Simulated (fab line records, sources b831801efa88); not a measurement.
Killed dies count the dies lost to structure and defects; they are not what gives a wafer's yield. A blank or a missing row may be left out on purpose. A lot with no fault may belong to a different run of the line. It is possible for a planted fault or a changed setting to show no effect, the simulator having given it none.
Which of the tools did it?	flow sky130	route of 708 steps, sampled at 1 step: 12 lots, 36 wafers

WHAT THE GAUGES SHOWED, per wafer
SKY_VIA3_THK_MEAS_23: measures by xrf.
lot	measured	on	VIA3_W_THK (nm)
L075	day 40 00:59	filmMetro-01	388 390 387
L077	day 41 05:29	filmMetro-01	402 398 407
L078	day 41 11:34	filmMetro-01	396 393 399
L081	day 41 15:00	filmMetro-03	388 392 396
L083	day 42 09:59	filmMetro-03	393 389 392
L084	day 42 19:16	filmMetro-02	394 399 402
L089	day 44 10:09	filmMetro-01	391 390 387
L088	day 44 13:40	filmMetro-01	389 398 391
L091	day 44 15:04	filmMetro-03	396 396 399
L093	day 44 19:12	filmMetro-03	402 407 406
L095	day 45 12:01	filmMetro-03	407 413 401
L097	day 45 18:19	filmMetro-02	399 397 403

TOOL THAT RAN EACH LOT (tool first, then ch and the chambers of the sampled wafers, then the start)
Record: no process step prior to these readings.

THE ANSWER, worked out from the rows above alone
Rule: usual is defined by the lots themselves. The widest of any qualifying gaps counts: lots, ordered by their means at a reading, are off when they make up no more than a third of the lots, leave a main group of 4 or more, and stand apart from it by 3 or more times the standard deviation of that group's means. A main group whose means are all the same, to the digits that the tables above print for the reading, isn't used. Also off: a lot with no number at a reading for which 4 or more lots have one. The other lots that the step has rows for count as sound.
None of the lots is off at any reading shown; this tells nothing.

WHAT THE SIMULATOR HAD PUT IN
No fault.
